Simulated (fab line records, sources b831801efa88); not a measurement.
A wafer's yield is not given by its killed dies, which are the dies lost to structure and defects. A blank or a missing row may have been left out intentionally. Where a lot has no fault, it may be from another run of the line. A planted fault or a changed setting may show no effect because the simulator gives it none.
fab line records    flow sfq_line
record: lots: 5  wafers: 15  last_day: 91
route steps=325 shown JJ@179
lots with no fault: from the same line, run without faults
start_h: start of the lot's first displayed wafer, in hours after the record's first day    wait_h: how many hours have passed since the lot's step before this one    " repeats the value in the row above    L1.1+2: a row that stands for several wafers    - either no value or no given start    * or withheld: withheld    < > ~ a bound
route shown NAME@n: a module of which the file shows steps, and the number in the route of the first    usual: mean and standard deviation over wafers with no fault    same: alike in all rows    chamber/n: place in a boat    sites: each site's reading    _std_site: how widely they spread, as a standard deviation    _edge_site: outer sites' mean less inner sites'    radius_mm: for every site, how far away it sits from the centre of the wafer    mask NAME#n: copy n    behind: the most recent tool/chamber to have shaped the wafer    hold: the reason the lot was held/the length of the hold in hours/how it ended    device: the n, p or np transistor that did not switch    end of line: tests run on the same wafers once the route is complete    a step with no rows: only its recipe    killed: dies that structure and defects cost at the first sort, which is not the same as the wafer's yield    map: a wafer's dies, x killed, . not, _ none there
set.NAME: the setting that was run; set.NAME@STEP: the one run at that earlier step    model.NAME: the simulator's own value behind a step, which no gauge read
lots at some steps of the route; a table a step, a row a wafer
services: from which hour (start_h, from the record's first day; less than 0 if before it) a tool's chamber was out of use, for how many hours, and why
== steps ==
step: SFQ_TRILAYER_JJ_TRILAYER_DEP_SPUTTER_109
recipe: material: Nb  base_pressure_pa: 1.33e-06  chamber_pressure_pa: 0.1333  substrate_temp_c: 20  target_thk_nm: 150  power_w: 2000  time_s: 100
usual: throttle_valve_pct: 30.1/1
lot.wafer  tool            chamber  start_h  wait_h  throttle_valve_pct
L074.1     pvd_sputter-04  -        1214.53  0.0     30.8
L074.3     "               -        "        "       31.1
L074.6     "               -        "        "       31.3
L079.1     pvd_sputter-04  -        1233.53  0.0     30.6
L079.2     "               -        "        "       27.9
L079.5     "               -        "        "       28.1
L086.1     pvd_sputter-04  -        1302.62  0.0     29.3
L086.2     "               -        "        "       27.7
L086.4     "               -        "        "       30.5
L090.1     pvd_sputter-06  -        1334.32  0.0     30.9
L090.2     "               -        "        "       29.6
L090.5     "               -        "        "       30.8
L094.1     pvd_sputter-06  -        1360.72  0.0     30.6
L094.3     "               -        "        "       30.1
L094.5     "               -        "        "       30.7
step: SFQ_TRILAYER_JJ_TRILAYER_DEP_SPUTTER_110
recipe: material: Al  base_pressure_pa: 1.33e-06  target_thk_nm: 8  power_w: 500  time_s: 10  chamber_pressure_pa: 0.4
usual: throttle_valve_pct: 30.2/1
lot.wafer  tool            chamber  start_h  wait_h  throttle_valve_pct
L074.1     pvd_sputter-04  -        1214.61  0.0     30.8
L074.3     "               -        "        "       30.6
L074.6     "               -        "        "       31.1
L079.1     pvd_sputter-04  -        1233.60  0.0     31.0
L079.2     "               -        "        "       28.0
L079.5     "               -        "        "       27.9
L086.1     pvd_sputter-04  -        1302.70  0.0     29.3
L086.2     "               -        "        "       27.8
L086.4     "               -        "        "       30.7
L090.1     pvd_sputter-06  -        1334.39  0.0     31.1
L090.2     "               -        "        "       29.9
L090.5     "               -        "        "       30.6
L094.1     pvd_sputter-06  -        1360.79  0.0     30.8
L094.3     "               -        "        "       29.8
L094.5     "               -        "        "       30.8
step: SFQ_TRILAYER_JJ_TRILAYER_DEP_AL_OXIDATION_111
recipe: pressure_mbar: 0.014667  oxidation_time_s: 600  temperature_k: 293
lot.wafer   tool            chamber  start_h  wait_h
L074.1+3+6  pvd_sputter-04  -        1214.63  0.0
L079.1+2+5  pvd_sputter-04  -        1233.63  0.0
L086.1+2+4  pvd_sputter-04  -        1302.72  0.0
L090.1+2+5  pvd_sputter-06  -        1334.41  0.0
L094.1+3+5  pvd_sputter-06  -        1360.81  0.0
step: SFQ_TRILAYER_JJ_TRILAYER_DEP_SPUTTER_112
recipe: material: Nb  base_pressure_pa: 1.33e-06  chamber_pressure_pa: 0.1333  substrate_temp_c: 20  target_thk_nm: 170  power_w: 2000  time_s: 113.3
usual: throttle_valve_pct: 30.1/1
lot.wafer  tool            chamber  start_h  wait_h  throttle_valve_pct
L074.1     pvd_sputter-04  -        1215.63  0.5     30.6
L074.3     "               -        "        "       31.2
L074.6     "               -        "        "       30.9
L079.1     pvd_sputter-04  -        1234.63  0.5     30.7
L079.2     "               -        "        "       27.6
L079.5     "               -        "        "       27.8
L086.1     pvd_sputter-04  -        1303.72  0.5     29.3
L086.2     "               -        "        "       27.5
L086.4     "               -        "        "       30.8
L090.1     pvd_sputter-06  -        1335.41  0.5     31.0
L090.2     "               -        "        "       29.8
L090.5     "               -        "        "       30.8
L094.1     pvd_sputter-06  -        1361.81  0.5     30.7
L094.3     "               -        "        "       29.8
L094.5     "               -        "        "       30.7
step: SFQ_JJ_RS_MEAS_929
recipe: thk_meas_gauge: four-point-probe  reads: Nb_of_TRILAYER_JJ_TRILAYER_DEP_SPUTTER_112
usual: JJ_NB_RS: 1.046/0.013
lot.wafer  tool           chamber  start_h  wait_h  JJ_NB_RS[ohm/sq]
L074.1     film_metro-02  -        1215.71  0.0     1.044
L074.3     "              -        "        "       1.046
L074.6     "              -        "        "       1.033
L079.1     film_metro-02  -        1234.70  0.0     1.040
L079.2     "              -        "        "       1.027
L079.5     "              -        "        "       1.026
L086.1     film_metro-01  -        1303.80  0.0     1.042
L086.2     "              -        "        "       1.022
L086.4     "              -        "        "       1.060
L090.1     film_metro-03  -        1335.49  0.0     1.062
L090.2     "              -        "        "       1.059
L090.5     "              -        "        "       1.071
L094.1     film_metro-03  -        1361.89  0.0     1.058
L094.3     "              -        "        "       1.053
L094.5     "              -        "        "       1.059
step: SFQ_TRILAYER_JJ_CE_LITHO_COAT_119
recipe: resist: BARC  spin_rpm: 2950  resist_thk_nm: 62
lot.wafer   tool            chamber  start_h  wait_h
L074.1+3+6  litho_track-02  0        1215.89  0.1
L079.1+2+5  litho_track-03  0        1234.88  0.1
L086.1+2+4  litho_track-04  0        1303.98  0.1
L090.1+2+5  litho_track-03  0        1335.67  0.1
L094.1+3+5  litho_track-03  0        1362.07  0.1
step: SFQ_TRILAYER_JJ_CE_LITHO_COAT_114
recipe: resist: KrF  spin_rpm: 3000  resist_thk_nm: 600
lot.wafer   tool            chamber  start_h  wait_h
L074.1+3+6  litho_track-02  0        1216.19  0.2
L079.1+2+5  litho_track-03  0        1235.18  0.2
L086.1+2+4  litho_track-04  0        1304.28  0.2
L090.1+2+5  litho_track-03  0        1335.97  0.2
L094.1+3+5  litho_track-03  0        1362.37  0.2
step: SFQ_TRILAYER_JJ_CE_LITHO_SOFTBAKE_118
recipe: temp_c: withheld  time_s: withheld  resist: KrF
lot.wafer   tool            chamber  start_h  wait_h
L074.1+3+6  litho_track-02  0        1216.49  0.2
L079.1+2+5  litho_track-03  0        1235.48  0.2
L086.1+2+4  litho_track-04  0        1304.58  0.2
L090.1+2+5  litho_track-03  0        1336.27  0.2
L094.1+3+5  litho_track-03  0        1362.67  0.2
== services ==
tool            chamber  start_h  hours  kind
pvd_sputter-04  -        1192.88  1.0    repair
pvd_sputter-04  -        1266.81  9.1    repair
pvd_sputter-06  0        1271.97  -      consumable_replace:kit
pvd_sputter-06  0        1271.97  18.0   scheduled_down
pvd_sputter-06  0        1271.97  18.0   vent_cycle
pvd_sputter-06  -        1280.92  3.7    repair
pvd_sputter-06  -        1296.51  4.2    repair
== key ==
fault none
